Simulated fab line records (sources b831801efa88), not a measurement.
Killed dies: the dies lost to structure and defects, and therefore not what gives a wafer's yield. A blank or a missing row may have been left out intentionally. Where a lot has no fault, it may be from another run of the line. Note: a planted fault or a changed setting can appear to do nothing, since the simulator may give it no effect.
Which tool is to blame? | flow sky130 | Sampling: 14 lots, 42 wafers, 3 of 708 route steps

## WHAT EACH GAUGE READ, for each wafer
SKY_FIELD_ISO_BOW_MEAS_00.
lot  | measured    | on           | INCOMING_BOW (um)
L350 | day 1 15:01 | filmMetro-04 | -7 5 3
L351 | day 1 20:01 | filmMetro-04 | -2 -5 2
L352 | day 2 01:01 | filmMetro-01 | -5 -2 -2
L353 | day 2 06:00 | filmMetro-01 | 4 1 7
L354 | day 2 11:00 | filmMetro-01 | 3 2 8
L355 | day 2 16:04 | filmMetro-01 | -1 3 0
L356 | day 2 21:00 | filmMetro-02 | -7 14 3
L357 | day 3 02:00 | filmMetro-02 | -14 2 -2
L362 | day 4 03:00 | filmMetro-04 | -6 -4 -6
L363 | day 4 08:00 | filmMetro-02 | -5 11 -3
L365 | day 4 18:01 | filmMetro-02 | -7 -5 8
L368 | day 5 09:00 | filmMetro-02 | -5 0 -7
L371 | day 6 00:04 | filmMetro-01 | -12 -1 -14
L372 | day 6 05:04 | filmMetro-02 | -2 -3 9

SKY_FIELD_ISO_THK_MEAS_04.
lot  | measured    | on           | FIELD_ISO_CVD_03_THK (nm)
L350 | day 1 20:14 | filmMetro-01 | 163.6 164.1 163.9
L351 | day 1 23:29 | filmMetro-02 | 163.9 164.6 164.3
L352 | day 2 05:59 | filmMetro-02 | 165.9 165.5 165.4
L353 | day 2 10:54 | filmMetro-02 | 165.1 164.9 165.2
L354 | day 2 15:06 | filmMetro-04 | 165.0 164.1 165.2
L355 | day 2 19:31 | filmMetro-02 | 163.7 163.2 164.0
L356 | day 3 03:14 | filmMetro-04 | 166.2 166.9 166.1
L357 | day 3 07:41 | filmMetro-01 | 163.8 163.2 164.9
L362 | day 4 06:36 | filmMetro-01 | 163.0 164.8 162.3
L363 | day 4 12:47 | filmMetro-01 | 164.3 162.5 161.9
L365 | day 4 22:58 | filmMetro-04 | 165.2 165.1 165.2
L368 | day 5 15:50 | filmMetro-01 | 164.6 165.5 163.8
L371 | day 6 05:13 | filmMetro-01 | 166.0 165.5 167.0
L372 | day 6 11:50 | filmMetro-01 | 164.4 165.3 165.7

SKY_FIELD_ISO_THK_MEAS_25.
lot  | measured    | on           | FIELD_ISO_CVD_24_THK (nm)
L350 | day 2 13:57 | filmMetro-04 | 595 580 596
L351 | day 2 15:55 | filmMetro-02 | 596 587 600
L352 | day 3 01:43 | filmMetro-04 | 585 600 598
L353 | day 3 05:44 | filmMetro-04 | 602 602 595
L354 | day 3 09:43 | filmMetro-01 | 600 592 599
L355 | day 3 13:39 | filmMetro-04 | 586 584 583
L356 | day 3 20:39 | filmMetro-04 | 602 590 588
L357 | day 4 02:30 | filmMetro-04 | 586 596 599
L362 | day 5 03:21 | filmMetro-01 | 604 599 610
L363 | day 5 08:51 | filmMetro-01 | 588 600 583
L365 | day 5 21:37 | filmMetro-04 | 576 599 587
L368 | day 6 14:08 | filmMetro-04 | 598 602 602
L371 | day 7 02:53 | filmMetro-04 | 607 589 604
L372 | day 7 08:58 | filmMetro-02 | 591 595 603

## WHICH TOOL RAN EACH LOT (tool, then ch and the chambers of the sampled wafers, then the start)
No process step before these readings appears in the record.

## WHAT THE TOOLS THEMSELVES READ (means of the sampled wafers that have a number; where no wafer has one, the mark that the record gives instead)
The record holds no such reading with a usual standard deviation.

## THE ANSWER, worked out from the rows above alone
Rule: the usual values come from the lots themselves. The widest of any qualifying gaps counts: lots, ordered by their means at a reading, are off when they make up no more than a third of the lots, leave a main group of 4 or more, and stand apart from it by 3 or more times the standard deviation of that group's means. A main group whose means are all the same, to the digits that the tables above print for the reading, isn't used. Also off: a lot with no number at a reading for which 4 or more lots have one. All remaining lots with rows at the step are treated as sound. After the gauges, taken in route order, come the tools' own readings; for these a lot's mean is taken, as printed above. At the first step where some lot is off, the reading lying furthest off is the one used; lots without a number count as furthest.
No lot is off at any reading shown: from this, nothing can be told.

## WHAT THE SIMULATOR HAD INSERTED
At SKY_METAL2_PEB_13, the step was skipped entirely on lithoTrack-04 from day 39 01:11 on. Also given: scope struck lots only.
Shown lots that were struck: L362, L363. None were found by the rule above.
